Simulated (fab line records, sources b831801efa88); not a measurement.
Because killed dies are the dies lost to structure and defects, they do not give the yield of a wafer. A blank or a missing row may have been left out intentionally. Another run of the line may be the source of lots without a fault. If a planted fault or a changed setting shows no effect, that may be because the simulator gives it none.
Split-lot experiment / flow sky130 / on a route of 708 steps: 5 lots, 23 wafers read

ON THE SPLIT
At SKY_NWELL_IMPLANT_24, the setting energy-kev was moved away from the recipe's 140 on 11 of the 23 wafers read, by -3.1% to +5.1%. All remaining wafers had this setting at the recipe value.

The split's own step is where the reading is taken.

THE READING
implant.drp-nm (the simulator's own value, which no gauge read), in nm, at SKY_NWELL_IMPLANT_24. The file does not state a usual value for it.

wafer=L076.1; tool, chamber at the split=implanter-03, 0; energy-kev as run=140; against the recipe=recipe; implant.drp-nm, nm=95.47; against lot-mates on the recipe=-
wafer=L076.2; tool, chamber at the split=implanter-03, 0; energy-kev as run=140; against the recipe=recipe; implant.drp-nm, nm=95.47; against lot-mates on the recipe=-
wafer=L076.3; tool, chamber at the split=implanter-03, 0; energy-kev as run=136.3; against the recipe=-2.6%; implant.drp-nm, nm=94.48; against lot-mates on the recipe=-0.99
wafer=L076.5; tool, chamber at the split=implanter-03, 0; energy-kev as run=136.3; against the recipe=-2.6%; implant.drp-nm, nm=94.48; against lot-mates on the recipe=-0.99
wafer=L076.6; tool, chamber at the split=implanter-03, 0; energy-kev as run=136.3; against the recipe=-2.6%; implant.drp-nm, nm=94.48; against lot-mates on the recipe=-0.99
wafer=L077.2; tool, chamber at the split=implanter-03, 0; energy-kev as run=140; against the recipe=recipe; implant.drp-nm, nm=95.47; against lot-mates on the recipe=-
wafer=L077.5; tool, chamber at the split=implanter-03, 0; energy-kev as run=140; against the recipe=recipe; implant.drp-nm, nm=95.47; against lot-mates on the recipe=-
wafer=L077.3; tool, chamber at the split=implanter-03, 0; energy-kev as run=147.2; against the recipe=+5.1%; implant.drp-nm, nm=97.26; against lot-mates on the recipe=+1.79
wafer=L077.4; tool, chamber at the split=implanter-03, 0; energy-kev as run=147.2; against the recipe=+5.1%; implant.drp-nm, nm=97.26; against lot-mates on the recipe=+1.79
wafer=L077.6; tool, chamber at the split=implanter-03, 0; energy-kev as run=147.2; against the recipe=+5.1%; implant.drp-nm, nm=97.26; against lot-mates on the recipe=+1.79
wafer=L079.2; tool, chamber at the split=implanter-02, 0; energy-kev as run=136.7; against the recipe=-2.4%; implant.drp-nm, nm=94.59; against lot-mates on the recipe=-0.88
wafer=L079.4; tool, chamber at the split=implanter-02, 0; energy-kev as run=136.7; against the recipe=-2.4%; implant.drp-nm, nm=94.59; against lot-mates on the recipe=-0.88
wafer=L079.6; tool, chamber at the split=implanter-02, 0; energy-kev as run=136.7; against the recipe=-2.4%; implant.drp-nm, nm=94.59; against lot-mates on the recipe=-0.88
wafer=L079.3; tool, chamber at the split=implanter-02, 0; energy-kev as run=140; against the recipe=recipe; implant.drp-nm, nm=95.47; against lot-mates on the recipe=-
wafer=L079.5; tool, chamber at the split=implanter-02, 0; energy-kev as run=140; against the recipe=recipe; implant.drp-nm, nm=95.47; against lot-mates on the recipe=-
wafer=L081.2; tool, chamber at the split=implanter-03, 0; energy-kev as run=140; against the recipe=recipe; implant.drp-nm, nm=95.47; against lot-mates on the recipe=-
wafer=L081.4; tool, chamber at the split=implanter-03, 0; energy-kev as run=140; against the recipe=recipe; implant.drp-nm, nm=95.47; against lot-mates on the recipe=-
wafer=L081.6; tool, chamber at the split=implanter-03, 0; energy-kev as run=140; against the recipe=recipe; implant.drp-nm, nm=95.47; against lot-mates on the recipe=-
wafer=L085.1; tool, chamber at the split=implanter-03, 0; energy-kev as run=135.6; against the recipe=-3.1%; implant.drp-nm, nm=94.29; against lot-mates on the recipe=-1.18
wafer=L085.5; tool, chamber at the split=implanter-03, 0; energy-kev as run=135.6; against the recipe=-3.1%; implant.drp-nm, nm=94.29; against lot-mates on the recipe=-1.18
wafer=L085.2; tool, chamber at the split=implanter-03, 0; energy-kev as run=140; against the recipe=recipe; implant.drp-nm, nm=95.47; against lot-mates on the recipe=-
wafer=L085.4; tool, chamber at the split=implanter-03, 0; energy-kev as run=140; against the recipe=recipe; implant.drp-nm, nm=95.47; against lot-mates on the recipe=-
wafer=L085.6; tool, chamber at the split=implanter-03, 0; energy-kev as run=140; against the recipe=recipe; implant.drp-nm, nm=95.47; against lot-mates on the recipe=-

FIT RESULTS
A straight line over all 23 wafers: implant.drp-nm changes by +0.358 nm for each +1% of energy-kev; r = +1.00; the points scatter about the line by 0.024 nm.
The same after taking each lot's own level away (the mean of its wafers on the recipe; 23 wafers): +0.358 nm for each +1%; r = +1.00; scatter 0.024 nm.
On that fit, the largest move of energy-kev shifts the reading by 1.8 nm.
The lots' own levels span 95.470 to 95.470 nm.
Hence the lot-to-lot level has little effect on the slope; both slopes agree.
Check: +1.83 nm against its lot-mates is what the line predicts for one of the wafers moved furthest among these (+5.1%) when that wafer is left out of the fit. Against them it came out at +1.79 nm.

OTHER SPLITS ON THESE WAFERS
These wafers also went through other splits before the reading. Each is held against what the fit with the lots' levels taken away leaves over:
other split on the same wafers=SKY_FIELD_ISO_EXPOSE_10 dose-mj; wafers away from the commonest value=7; r with implant.drp-nm (lot level and that fit taken away)=-0.35
other split on the same wafers=SKY_DNWELL_COAT_02 resist-thk-nm; wafers away from the commonest value=8; r with implant.drp-nm (lot level and that fit taken away)=+0.21
other split on the same wafers=SKY_NWELL_IMPLANT_11 dose-cm2; wafers away from the commonest value=6; r with implant.drp-nm (lot level and that fit taken away)=-0.26

THE FILE'S OWN FIT
implant.drp-nm changes by +0.36 nm for each +1% of energy-kev, r = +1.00.
